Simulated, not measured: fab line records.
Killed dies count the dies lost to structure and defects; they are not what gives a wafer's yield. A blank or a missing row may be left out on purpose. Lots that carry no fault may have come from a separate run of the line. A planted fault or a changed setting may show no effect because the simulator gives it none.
A lot that was struck, set against a sound lot	flow sky130	16 steps out of a route of 708
Sound: wafers L768.2, L768.4, L768.6. Struck: wafer L779.3 (left out: L779.6, a lot-mate that was not struck); the cause follows at the end.
Per side, at each step with rows, come the tool, then ch with its chambers, and then its first start. Under that, the readings that differ: sound wafers	struck wafers	difference of the means	sigmas: that difference in standard deviations of wafers without a fault.
alike: same words and numbers on both sides, and readings whose means sit less than 2 such deviations apart. not compared: any withheld reading, any reading some wafer has no value for, any bound like >300 that may hide the same value, and any number with overlapping values for which the record gives no deviation.
The two part at a step that has a row with sigmas, a row that says differs or no value, or rows on one side only. When numbers do not overlap yet have no deviation, they are printed without sigmas and do not part them. Lack of a reading on every wafer of one side parts them only where that side has two or more wafers.

SKY_METAL3_SPUTTER_04: material TiN, target thk 70 nm, time 58.3 s.
  sound on pvd-sputter-04 at day 39 05:32; struck on pvd-sputter-03 at day 42 12:00
  alike: throttle-valve-pct
SKY_CAPM_CVD_00: deposits SiO2, target thk 15.5 nm.
  sound on pecvd-01 ch 0,1, day 39 05:35; struck on pecvd-01 ch 0, day 42 12:03
  alike: heater-power-w
SKY_CAPM_THK_MEAS_01:
  sound on film-metro-03 at day 39 05:37; struck on film-metro-01 at day 42 12:05
  alike: CAPM_CVD_00_THK
SKY_CAPM_SPUTTER_02: material TiN, target thk 200 nm, time 166.7 s.
  sound on pvd-sputter-01 at day 39 05:40; struck on pvd-sputter-02 at day 42 12:08
  alike: throttle-valve-pct
SKY_CAPM_RS_MEAS_03: a four-point-probe measurement.
  sound on film-metro-01 at day 39 05:47; struck on film-metro-02 at day 42 12:17
  alike: CAPM_TIN_RS
SKY_CAPM_THK_MEAS_04: measures by xrf.
  sound on film-metro-01 at day 39 05:54; struck on film-metro-02 at day 42 12:23
  alike: CAPM_TIN_THK
then, 6 steps without rows for these wafers: SKY_CAPM_DEHYDRATE_05 (time 60 s); SKY_CAPM_HMDS_06 (prime time 60 s); SKY_CAPM_COAT_07 (resist thk 1140 nm); SKY_CAPM_SOFTBAKE_08 (time 60 s); SKY_CAPM_EXPOSE_09 (exposes mask CAPM, target cd 1000 nm); SKY_CAPM_PEB_10.
SKY_CAPM_DEVELOP_11: develop time 60 s.
  sound on litho-track-04 ch 0, day 40 05:58; struck on litho-track-01 ch 0, day 43 10:36
  alike: developer-temp-C, exhaust-pa
SKY_CAPM_OVL_MEAS_12:
  sound on overlay-02 at day 40 06:05; struck on overlay-02 at day 43 10:43
  alike: CAPM_OVL
SKY_CAPM_METAL_ETCH_13: etches TiN in Cl2/BCl3, stops on SiO2, target depth 220 nm, time 62.9 s.
  sound on rie-metal-02 ch 0,1, day 40 06:07; struck on rie-metal-01 ch 0, day 43 10:46
reading	sound	struck	difference	sigmas
model.CAPM.cd-nm (nm)	997.5 999.3 996.3	1014	+16	
  alike: drypump-motor-current-A, oes-product-au, throttle-valve-pct
  not compared: rf-hours-counter-h
SKY_CAPM_STRIP_14: strips in O2/N2.
  sound on plasma-asher-03 ch 0,1, day 40 06:12; struck on plasma-asher-03 ch 1, day 43 10:51
  alike: drypump-motor-current-A, oes-product-au, strip-time-to-endpoint-s
  not compared: rf-hours-counter-h

## WHERE THEY PART
Nowhere in this record.

WHY: what had been put in by the simulator
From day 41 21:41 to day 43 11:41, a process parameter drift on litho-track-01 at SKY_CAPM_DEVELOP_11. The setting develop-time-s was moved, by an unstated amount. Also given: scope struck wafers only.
